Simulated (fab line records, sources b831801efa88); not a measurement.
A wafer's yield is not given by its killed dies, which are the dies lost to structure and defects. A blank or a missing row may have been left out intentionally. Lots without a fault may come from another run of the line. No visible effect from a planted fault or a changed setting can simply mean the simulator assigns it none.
Tool commonality check -- flow gf180mcu -- Sample size 11 lots and 33 wafers

REASON FOR OPENING
Of 11 lots, 1 have the reading VT_IMPLANT_4_TW flagged at GF_VT_IMPLANT_TW_MEAS_43. Wafers without a fault read 690, standard deviation 4.5.
Rule: a lot gets a flag if all its wafers with a number sit over 4 standard deviations from that mean, or if no wafer of it has a number. As for the other lots, they are considered sound.

lot,measured,on,"VT_IMPLANT_4_TW, wafer by wafer",flag
L782,day 7 15:04,film metro-03,689 688 687,
L784,day 8 01:10,film metro-01,687 686 691,
L788,day 9 04:43,film metro-01,686 685 689,
L790,day 9 18:28,film metro-02,697 698 700,
L791,day 10 01:31,film metro-01,685 683 687,
L792,day 10 09:07,film metro-01,288 287 289,FLAGGED
L800,day 12 13:22,film metro-03,690 690 692,
L802,day 13 00:04,film metro-01,687 688 688,
L803,day 13 06:25,film metro-03,685 691 688,
L804,day 13 13:07,film metro-03,694 693 691,
L805,day 13 23:01,film metro-02,697 697 699,
On average the flagged lots' numbers are 288, which is -402 against the usual, or -89 standard deviations.

WHICH TOOL RAN EACH LOT
Before the reading, the record contains 2 process steps out of a 602-step route. Cell contents, in order: the tool; ch with the chambers the sampled wafers went through; the start.
lot,flag,GF_VT_IMPLANT_STRIP_31,GF_VT_IMPLANT_STRIP_42
L782,,"plasma asher-01 ch 0,1, day 6 23:28","plasma asher-02 ch 0,1, day 7 14:58"
L784,,"plasma asher-02 ch 0,1, day 7 09:25","plasma asher-02 ch 0,1, day 8 01:04"
L788,,"plasma asher-01 ch 0, day 8 12:06","plasma asher-04 ch 0,1, day 9 04:36"
L790,,"plasma asher-04 ch 0,1, day 9 01:30","plasma asher-04 ch 0,1, day 9 18:22"
L791,,"plasma asher-04 ch 0,1, day 9 08:46","plasma asher-02 ch 0,1, day 10 01:25"
L792,FLAGGED,"plasma asher-04 ch 0,1, day 9 16:04","plasma asher-04 ch 0,1, day 10 09:01"
L800,,"plasma asher-04 ch 0,1, day 11 17:59","plasma asher-02 ch 0,1, day 12 13:17"
L802,,"plasma asher-04 ch 0,1, day 12 04:31","plasma asher-01 ch 0,1, day 12 23:58"
L803,,"plasma asher-02 ch 0,1, day 12 10:38","plasma asher-02 ch 0,1, day 13 06:20"
L804,,"plasma asher-02 ch 0,1, day 12 16:34","plasma asher-02 ch 0,1, day 13 13:01"
L805,,"plasma asher-02 ch 0,1, day 13 02:27","plasma asher-04 ch 0,1, day 13 22:55"
What these steps do:
- GF_VT_IMPLANT_STRIP_31: strips in O2/N2.
- GF_VT_IMPLANT_STRIP_42: strips in O2/N2.
- GF_VT_IMPLANT_TW_MEAS_43

FLAGGED OVER TOTAL, TOOL BY TOOL (the gauges that took the reading come last)
step,tool,lots run,flagged,share of the flagged lots,sound lots run after its first flagged lot
GF_VT_IMPLANT_STRIP_31,plasma asher-01,2,0,none,-
GF_VT_IMPLANT_STRIP_31,plasma asher-02,4,0,none,-
GF_VT_IMPLANT_STRIP_31,plasma asher-04,5,1,all,"2 (L800,L802)"
GF_VT_IMPLANT_STRIP_42,plasma asher-01,1,0,none,-
GF_VT_IMPLANT_STRIP_42,plasma asher-02,6,0,none,-
GF_VT_IMPLANT_STRIP_42,plasma asher-04,4,1,all,1 (L805)
GF_VT_IMPLANT_TW_MEAS_43,film metro-01,5,1,all,1 (L802)
GF_VT_IMPLANT_TW_MEAS_43,film metro-02,2,0,none,-
GF_VT_IMPLANT_TW_MEAS_43,film metro-03,4,0,none,-

THE TABLE: WHAT IT ALLOWS
Every flagged lot was run by 3 rows of the table: plasma asher-04 at GF_VT_IMPLANT_STRIP_31, plasma asher-04 at GF_VT_IMPLANT_STRIP_42 and film metro-01 at GF_VT_IMPLANT_TW_MEAS_43.
- plasma asher-04 at GF_VT_IMPLANT_STRIP_31 ran 5 lots, 1 of them flagged. Sound lots ran on it after the first flagged one (L800, L802), which a lasting fault on the whole tool wouldn't allow. Its own readings (oes product au) fall more than 4 standard deviations out on all wafers of the flagged lots.
- plasma asher-04 at GF_VT_IMPLANT_STRIP_42 ran 4 lots, 1 of them flagged. Sound lots ran on it after the first flagged one (L805), which a lasting fault on the whole tool wouldn't allow. Its own readings (strip time to endpoint s) fall more than 4 standard deviations out on all wafers of the flagged lots.
- film metro-01 at GF_VT_IMPLANT_TW_MEAS_43 ran 5 lots, 1 of them flagged. Sound lots ran on it after the first flagged one (L802), which a lasting fault on the whole tool wouldn't allow.
There is no row in the table that ran each flagged lot and no sound lot after the first.

WHAT THE SIMULATOR HAD PUT IN
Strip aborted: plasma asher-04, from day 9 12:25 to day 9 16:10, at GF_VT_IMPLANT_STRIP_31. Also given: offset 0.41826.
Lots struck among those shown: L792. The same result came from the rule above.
